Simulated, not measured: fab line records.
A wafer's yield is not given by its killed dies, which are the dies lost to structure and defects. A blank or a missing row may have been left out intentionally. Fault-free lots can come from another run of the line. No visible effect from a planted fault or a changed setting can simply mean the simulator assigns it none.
Which tool did it? + flow sky130 + Sampling: 12 lots, 36 wafers, 4 of 708 route steps

== WHAT THE GAUGES SHOWED, per wafer ==
SKY_VIA2_RS_MEAS_22: measurement is done with a four-point probe. Usual: VIA2_W_RS 0.2744 ohm/sq, standard deviation 0.0022.
| lot  | measured     | on            | VIA2_W_RS (ohm/sq)   | flag |
|------|--------------|---------------|----------------------|------|
| L142 | day 36 05:19 | film_metro-04 | 0.2714 0.2724 0.2769 |      |
| L143 | day 36 13:14 | film_metro-04 | 0.2730 0.2740 0.2729 |      |
| L144 | day 36 20:20 | film_metro-03 | 0.2739 0.2725 0.2728 |      |
| L145 | day 37 07:29 | film_metro-01 | 0.2751 0.2763 0.2765 |      |
| L146 | day 37 19:09 | film_metro-01 | 0.2692 0.2726 0.2740 |      |
| L147 | day 37 21:11 | film_metro-01 | 0.2772 0.2756 0.2784 |      |
| L148 | day 38 07:43 | film_metro-04 | 0.2767 0.2765 0.2754 |      |
| L149 | day 38 15:23 | film_metro-01 | 0.2712 0.2746 0.2730 |      |
| L150 | day 38 16:34 | film_metro-04 | 0.2740 0.2778 0.2739 |      |
| L151 | day 39 13:49 | film_metro-01 | 0.2736 0.2732 0.2705 |      |
| L155 | day 40 13:25 | film_metro-04 | 0.2772 0.2726 0.2746 |      |
| L159 | day 41 16:48 | film_metro-01 | 0.2767 0.2731 0.2754 |      |

== WHICH TOOL RAN EACH LOT (tool, then ch and the chambers of the sampled wafers, then the start) ==
| lot  | SKY_METAL1_STRIP_20                  | SKY_VIA1_ETCH_15                   | SKY_METAL2_SPUTTER_01        |
|------|--------------------------------------|------------------------------------|------------------------------|
| L142 | plasma_asher-04 ch 0,1, day 32 16:50 | rie_diel-01 ch 0,1,2, day 33 20:38 | pvd_sputter-01, day 33 22:01 |
| L143 | plasma_asher-03 ch 0, day 33 00:44   | rie_diel-04 ch 0,2,3, day 34 04:47 | pvd_sputter-01, day 34 06:04 |
| L144 | plasma_asher-01 ch 0,1, day 33 08:37 | rie_diel-02 ch 0,3, day 34 12:16   | pvd_sputter-01, day 34 13:34 |
| L145 | plasma_asher-04 ch 0,1, day 33 20:17 | rie_diel-01 ch 0,1,3, day 34 23:34 | pvd_sputter-01, day 35 00:54 |
| L146 | plasma_asher-04 ch 0,1, day 34 07:49 | rie_diel-04 ch 0,1,3, day 35 11:31 | pvd_sputter-02, day 35 12:56 |
| L147 | plasma_asher-03 ch 0,1, day 34 11:17 | rie_diel-02 ch 0,2,3, day 35 14:28 | pvd_sputter-01, day 35 15:53 |
| L148 | plasma_asher-01 ch 0,1, day 34 21:37 | rie_diel-01 ch 0,1,3, day 36 00:22 | pvd_sputter-02, day 36 02:00 |
| L149 | plasma_asher-01 ch 0,1, day 35 05:58 | rie_diel-02 ch 1,2,3, day 36 08:42 | pvd_sputter-02, day 36 10:01 |
| L150 | plasma_asher-01 ch 0,1, day 35 07:10 | rie_diel-04 ch 0,1, day 36 10:23   | pvd_sputter-03, day 36 11:41 |
| L151 | plasma_asher-03 ch 0,1, day 36 05:16 | rie_diel-02 ch 1,2,3, day 37 07:47 | pvd_sputter-02, day 37 09:05 |
| L155 | plasma_asher-04 ch 0,1, day 37 05:19 | rie_diel-02 ch 0,3, day 38 07:47   | pvd_sputter-01, day 38 09:04 |
| L159 | plasma_asher-03 ch 0,1, day 38 10:04 | rie_diel-04 ch 0,3, day 39 12:29   | pvd_sputter-01, day 39 13:47 |
- SKY_METAL1_STRIP_20: strips in O2/N2.
- SKY_VIA1_ETCH_15: etches SiO2 in C4F8/O2/Ar, stops on TiN, target depth 351 nm, time 54 s.
- SKY_METAL2_SPUTTER_01: material TiN, target thk 20 nm, time 16.7 s.

== AS READ BY THE TOOLS THEMSELVES (means over the sampled wafers that have a number; for cases with no such wafer, the mark the record gives instead) ==
SKY_METAL1_STRIP_20. Usual: drypump_motor_current_A 6.08 A, standard deviation 0.25; oes_product_au 0.343 a.u., standard deviation 0.0045; strip_time_to_endpoint_s 2.71 s, standard deviation 0.039.
| lot  | tool            | drypump_motor_current_A (A) | oes_product_au (a.u.) | strip_time_to_endpoint_s (s) | flag |
|------|-----------------|-----------------------------|-----------------------|------------------------------|------|
| L142 | plasma_asher-04 | 6.07                        | 0.344                 | 2.76                         |      |
| L143 | plasma_asher-03 | 6.44                        | 0.340                 | 2.69                         |      |
| L144 | plasma_asher-01 | 5.89                        | 0.344                 | 2.72                         |      |
| L145 | plasma_asher-04 | 6.05                        | 0.339                 | 2.70                         |      |
| L146 | plasma_asher-04 | 6.15                        | 0.346                 | 2.76                         |      |
| L147 | plasma_asher-03 | 6.31                        | 0.344                 | 2.70                         |      |
| L148 | plasma_asher-01 | 5.88                        | 0.341                 | 2.68                         |      |
| L149 | plasma_asher-01 | 5.74                        | 0.339                 | 2.66                         |      |
| L150 | plasma_asher-01 | 5.73                        | 0.345                 | 2.70                         |      |
| L151 | plasma_asher-03 | 6.15                        | 0.343                 | 2.70                         |      |
| L155 | plasma_asher-04 | 6.16                        | 0.346                 | 2.68                         |      |
| L159 | plasma_asher-03 | 6.30                        | 0.339                 | 2.70                         |      |

SKY_VIA1_ETCH_15. Usual: 0.981 a.u. for oes_product_au, sd 0.006.
| lot  | tool        | oes_product_au (a.u.) | flag |
|------|-------------|-----------------------|------|
| L142 | rie_diel-01 | 0.978                 |      |
| L143 | rie_diel-04 | 0.979                 |      |
| L144 | rie_diel-02 | 0.980                 |      |
| L145 | rie_diel-01 | 0.980                 |      |
| L146 | rie_diel-04 | 0.987                 |      |
| L147 | rie_diel-02 | 0.981                 |      |
| L148 | rie_diel-01 | 0.975                 |      |
| L149 | rie_diel-02 | 0.982                 |      |
| L150 | rie_diel-04 | 0.986                 |      |
| L151 | rie_diel-02 | 0.984                 |      |
| L155 | rie_diel-02 | 0.985                 |      |
| L159 | rie_diel-04 | 0.982                 |      |

SKY_METAL2_SPUTTER_01. Usual: 29.2 % for throttle_valve_pct, sd 0.93.
| lot  | tool           | throttle_valve_pct (%) | flag |
|------|----------------|------------------------|------|
| L142 | pvd_sputter-01 | 28.8                   |      |
| L143 | pvd_sputter-01 | 28.7                   |      |
| L144 | pvd_sputter-01 | 29.7                   |      |
| L145 | pvd_sputter-01 | 29.1                   |      |
| L146 | pvd_sputter-02 | 28.5                   |      |
| L147 | pvd_sputter-01 | 28.8                   |      |
| L148 | pvd_sputter-02 | 29.2                   |      |
| L149 | pvd_sputter-02 | 28.7                   |      |
| L150 | pvd_sputter-03 | 29.9                   |      |
| L151 | pvd_sputter-02 | 29.0                   |      |
| L155 | pvd_sputter-01 | 29.5                   |      |
| L159 | pvd_sputter-01 | 28.9                   |      |

== THE ANSWER, worked out from the rows above alone ==
Rule: take the mean of a lot's wafers that have a number; if it is more than 3 standard deviations from the usual mean, the lot is off. Also off: a lot with no number at a reading for which 4 or more lots have one. Where the step has rows for the other lots, those lots are counted as sound. First the gauges in route order, then the tools' own readings, where a lot's mean is used as printed above. At the first step where some lot is off, the reading lying furthest off is the one used; lots without a number count as furthest.
Nothing can be told from this: no lot is off at any reading shown.

== WHAT HAD BEEN PUT IN BY THE SIMULATOR ==
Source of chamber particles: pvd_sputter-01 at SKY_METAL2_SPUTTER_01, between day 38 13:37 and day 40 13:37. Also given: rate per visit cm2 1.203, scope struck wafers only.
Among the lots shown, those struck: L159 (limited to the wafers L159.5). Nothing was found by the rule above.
